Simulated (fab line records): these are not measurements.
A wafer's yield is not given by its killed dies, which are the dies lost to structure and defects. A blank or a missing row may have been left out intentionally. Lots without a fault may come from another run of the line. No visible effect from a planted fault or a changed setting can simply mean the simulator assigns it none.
The tool behind it: which one? || flow gf180mcu || 11 lots, 33 wafers sampled, at 2 steps of a route of 602

## WHAT EACH GAUGE READ, for each wafer
GF_V5_CD_MEAS_14: the cd target is 260 nm. Usual: cd nm reads 259.9 nm (standard deviation 1.6).
{"lot": "L551", "measured": "day 27 01:42", "on": "cd sem-01", "cd nm (nm)": "258.0 259.1 258.2", "flag": ""}
{"lot": "L552", "measured": "day 27 20:40", "on": "cd sem-02", "cd nm (nm)": "258.0 258.9 258.2", "flag": ""}
{"lot": "L553", "measured": "day 27 22:56", "on": "cd sem-02", "cd nm (nm)": "258.2 258.5 258.4", "flag": ""}
{"lot": "L554", "measured": "day 28 00:13", "on": "cd sem-02", "cd nm (nm)": "259.2 259.9 258.1", "flag": ""}
{"lot": "L555", "measured": "day 28 18:20", "on": "cd sem-01", "cd nm (nm)": "261.3 260.6 260.0", "flag": ""}
{"lot": "L556", "measured": "day 29 07:14", "on": "cd sem-02", "cd nm (nm)": "261.9 262.9 261.4", "flag": ""}
{"lot": "L560", "measured": "day 30 05:30", "on": "cd sem-01", "cd nm (nm)": "257.0 258.4 257.9", "flag": ""}
{"lot": "L562", "measured": "day 30 16:07", "on": "cd sem-01", "cd nm (nm)": "259.2 259.8 259.9", "flag": ""}
{"lot": "L563", "measured": "day 30 23:50", "on": "cd sem-02", "cd nm (nm)": "258.4 257.6 258.4", "flag": ""}
{"lot": "L564", "measured": "day 31 04:15", "on": "cd sem-02", "cd nm (nm)": "261.1 260.4 260.4", "flag": ""}
{"lot": "L574", "measured": "day 33 13:10", "on": "cd sem-02", "cd nm (nm)": "259.0 259.9 260.1", "flag": ""}

## WHICH TOOL RAN EACH LOT (tool, then ch and the chambers of the sampled wafers, then the start)
{"lot": "L551", "GF_V4_SPUTTER_21": "pvd sputter-04, day 24 06:32"}
{"lot": "L552", "GF_V4_SPUTTER_21": "pvd sputter-04, day 25 03:49"}
{"lot": "L553", "GF_V4_SPUTTER_21": "pvd sputter-01, day 25 06:03"}
{"lot": "L554", "GF_V4_SPUTTER_21": "pvd sputter-04, day 25 08:34"}
{"lot": "L555", "GF_V4_SPUTTER_21": "pvd sputter-04, day 26 03:23"}
{"lot": "L556", "GF_V4_SPUTTER_21": "pvd sputter-01, day 26 16:37"}
{"lot": "L560", "GF_V4_SPUTTER_21": "pvd sputter-01, day 27 17:34"}
{"lot": "L562", "GF_V4_SPUTTER_21": "pvd sputter-02, day 28 05:14"}
{"lot": "L563", "GF_V4_SPUTTER_21": "pvd sputter-02, day 28 12:34"}
{"lot": "L564", "GF_V4_SPUTTER_21": "pvd sputter-04, day 28 17:52"}
{"lot": "L574", "GF_V4_SPUTTER_21": "pvd sputter-04, day 31 08:41"}
- GF_V4_SPUTTER_21: material Ti, target thk 15 nm, time 80.02 s.

## WHAT THE TOOLS THEMSELVES READ (means of the sampled wafers that have a number; where no wafer has one, the mark that the record gives instead)
GF_V4_SPUTTER_21. Usual: throttle valve pct reads 29.9 % (standard deviation 0.82).
{"lot": "L551", "tool": "pvd sputter-04", "throttle valve pct (%)": 30.1, "flag": ""}
{"lot": "L552", "tool": "pvd sputter-04", "throttle valve pct (%)": 30.2, "flag": ""}
{"lot": "L553", "tool": "pvd sputter-01", "throttle valve pct (%)": 29.0, "flag": ""}
{"lot": "L554", "tool": "pvd sputter-04", "throttle valve pct (%)": 29.9, "flag": ""}
{"lot": "L555", "tool": "pvd sputter-04", "throttle valve pct (%)": 29.5, "flag": ""}
{"lot": "L556", "tool": "pvd sputter-01", "throttle valve pct (%)": 29.4, "flag": ""}
{"lot": "L560", "tool": "pvd sputter-01", "throttle valve pct (%)": 29.1, "flag": ""}
{"lot": "L562", "tool": "pvd sputter-02", "throttle valve pct (%)": 29.8, "flag": ""}
{"lot": "L563", "tool": "pvd sputter-02", "throttle valve pct (%)": 29.8, "flag": ""}
{"lot": "L564", "tool": "pvd sputter-04", "throttle valve pct (%)": 30.6, "flag": ""}
{"lot": "L574", "tool": "pvd sputter-04", "throttle valve pct (%)": 30.2, "flag": ""}

## THE ANSWER, worked out from the rows above alone
Rule: a lot is off if the mean of its wafers that have a number lies more than 3 standard deviations from the usual mean. A lot without any number at a reading at which 4 lots or more have one is off too. All remaining lots with rows at the step are treated as sound. The gauges are gone through in route order, then the tools' own readings, and for those a lot's mean is taken as printed above. The first step at which some lot is off is used, and at that step the reading that is off furthest; a lot without a number counts as furthest.
No lot is off on any of the readings shown, so nothing can be concluded from this.

## WHAT HAD BEEN PUT IN BY THE SIMULATOR
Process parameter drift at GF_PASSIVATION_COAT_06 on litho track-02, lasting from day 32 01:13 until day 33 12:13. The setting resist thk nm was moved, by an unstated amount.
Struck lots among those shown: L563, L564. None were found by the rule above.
